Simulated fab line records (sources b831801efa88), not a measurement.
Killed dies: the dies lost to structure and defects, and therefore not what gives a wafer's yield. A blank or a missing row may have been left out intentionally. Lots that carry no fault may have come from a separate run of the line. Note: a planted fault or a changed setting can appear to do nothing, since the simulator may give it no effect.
Which tool did it? || flow sky130 || 11 lots, 33 wafers sampled, at 4 steps of a route of 708

== WHAT THE GAUGES SHOWED, per wafer ==
SKY_VIA1_THK_MEAS_01.
{"lot": "L983", "measured": "day 32 22:52", "on": "film-metro-02", "VIA1_HDPCVD_THK (nm)": "1049 1048 1041"}
{"lot": "L987", "measured": "day 34 08:28", "on": "film-metro-03", "VIA1_HDPCVD_THK (nm)": "863 856 882 862 856 884"}
{"lot": "L990", "measured": "day 35 10:35", "on": "film-metro-01", "VIA1_HDPCVD_THK (nm)": "860 859 870 860 859 869"}
{"lot": "L991", "measured": "day 35 15:02", "on": "film-metro-03", "VIA1_HDPCVD_THK (nm)": "868 864 854 867 863 854"}
{"lot": "L998", "measured": "day 38 13:12", "on": "film-metro-03", "VIA1_HDPCVD_THK (nm)": "1011 1017 1017"}
{"lot": "L100", "measured": "day 38 13:31", "on": "film-metro-03", "VIA1_HDPCVD_THK (nm)": "1042 1041 1043"}
{"lot": "L999", "measured": "day 38 14:40", "on": "film-metro-02", "VIA1_HDPCVD_THK (nm)": "1036 1013 1026"}
{"lot": "L101", "measured": "day 38 22:03", "on": "film-metro-01", "VIA1_HDPCVD_THK (nm)": "1023 1034 1031"}
{"lot": "L102", "measured": "day 38 23:17", "on": "film-metro-01", "VIA1_HDPCVD_THK (nm)": "1029 1036 1030"}
{"lot": "L105", "measured": "day 40 00:53", "on": "film-metro-01", "VIA1_HDPCVD_THK (nm)": "1000 998 1011"}
{"lot": "L106", "measured": "day 40 02:07", "on": "film-metro-02", "VIA1_HDPCVD_THK (nm)": "1029 1040 1026"}

== WHAT TOOL EACH LOT RAN ON (gives the tool, then ch and the chambers of the sampled wafers, and finally the start) ==
{"lot": "L983", "SKY_METAL1_SPUTTER_04": "pvd-sputter-01, day 31 19:03", "SKY_METAL1_DESCUM_17": "rie-metal-02 ch 0,1, day 32 21:58", "SKY_VIA1_HDPCVD_00": "hdpcvd-02 ch 1,2, day 32 22:44"}
{"lot": "L987", "SKY_METAL1_SPUTTER_04": "pvd-sputter-01, day 33 04:32", "SKY_METAL1_DESCUM_17": "rie-metal-04 ch 0,1, day 34 07:32", "SKY_VIA1_HDPCVD_00": "hdpcvd-02 ch 0,1,2, day 34 08:21"}
{"lot": "L990", "SKY_METAL1_SPUTTER_04": "pvd-sputter-01, day 34 06:44", "SKY_METAL1_DESCUM_17": "rie-metal-01 ch 0,1, day 35 09:41", "SKY_VIA1_HDPCVD_00": "hdpcvd-02 ch 0,1, day 35 10:29"}
{"lot": "L991", "SKY_METAL1_SPUTTER_04": "pvd-sputter-01, day 34 11:30", "SKY_METAL1_DESCUM_17": "rie-metal-02 ch 0,1, day 35 14:08", "SKY_VIA1_HDPCVD_00": "hdpcvd-02 ch 0,1,2, day 35 14:55"}
{"lot": "L998", "SKY_METAL1_SPUTTER_04": "pvd-sputter-03, day 37 10:28", "SKY_METAL1_DESCUM_17": "rie-metal-04 ch 0,1, day 38 12:14", "SKY_VIA1_HDPCVD_00": "hdpcvd-02 ch 1,2, day 38 13:05"}
{"lot": "L100", "SKY_METAL1_SPUTTER_04": "pvd-sputter-03, day 37 11:16", "SKY_METAL1_DESCUM_17": "rie-metal-01 ch 0, day 38 12:35", "SKY_VIA1_HDPCVD_00": "hdpcvd-02 ch 0,1,2, day 38 13:24"}
{"lot": "L999", "SKY_METAL1_SPUTTER_04": "pvd-sputter-03, day 37 12:04", "SKY_METAL1_DESCUM_17": "rie-metal-04 ch 0,1, day 38 13:46", "SKY_VIA1_HDPCVD_00": "hdpcvd-02 ch 0,1,2, day 38 14:32"}
{"lot": "L101", "SKY_METAL1_SPUTTER_04": "pvd-sputter-04, day 37 19:14", "SKY_METAL1_DESCUM_17": "rie-metal-02 ch 0,1, day 38 21:08", "SKY_VIA1_HDPCVD_00": "hdpcvd-01 ch 1,2, day 38 21:56"}
{"lot": "L102", "SKY_METAL1_SPUTTER_04": "pvd-sputter-03, day 37 20:43", "SKY_METAL1_DESCUM_17": "rie-metal-04 ch 0,1, day 38 22:23", "SKY_VIA1_HDPCVD_00": "hdpcvd-02 ch 0,1,2, day 38 23:10"}
{"lot": "L105", "SKY_METAL1_SPUTTER_04": "pvd-sputter-03, day 38 22:29", "SKY_METAL1_DESCUM_17": "rie-metal-04 ch 0,1, day 39 23:59", "SKY_VIA1_HDPCVD_00": "hdpcvd-01 ch 0,1,2, day 40 00:46"}
{"lot": "L106", "SKY_METAL1_SPUTTER_04": "pvd-sputter-01, day 38 23:34", "SKY_METAL1_DESCUM_17": "rie-metal-02 ch 1, day 40 01:01", "SKY_VIA1_HDPCVD_00": "hdpcvd-02 ch 0,2, day 40 02:00"}
- SKY_METAL1_SPUTTER_04: material TiN, target thk 70 nm, time 58.3 s.
- SKY_METAL1_DESCUM_17: chemistry O2, time 8 s.
- SKY_VIA1_HDPCVD_00: deposits SiO2, target thk 1030 nm, time 171.7 s.

== THE ANSWER, worked out from the rows above alone ==
Rule: usual is defined by the lots themselves. The widest of any qualifying gaps counts: lots, ordered by their means at a reading, are off when they make up no more than a third of the lots, leave a main group of 4 or more, and stand apart from it by 3 or more times the standard deviation of that group's means. The tables above print the reading to a certain number of digits; a main group whose means all agree to those digits is not used. Also off: a lot with no number at a reading for which 4 or more lots have one. Where the step has rows for the other lots, those lots are counted as sound.
Off: L987, L990, L991, at SKY_VIA1_THK_MEAS_01 (VIA1_HDPCVD_THK). The main group: mean 1028 nm, standard deviation 13.
A tool fits if, at a process step before that reading, it ran every lot that is off, and no sound lot after the first of them. Those tools and the gauges at SKY_VIA1_THK_MEAS_01 are tried in the same way. Not one of the candidates tried fits.

== WHAT THE SIMULATOR PUT IN ==
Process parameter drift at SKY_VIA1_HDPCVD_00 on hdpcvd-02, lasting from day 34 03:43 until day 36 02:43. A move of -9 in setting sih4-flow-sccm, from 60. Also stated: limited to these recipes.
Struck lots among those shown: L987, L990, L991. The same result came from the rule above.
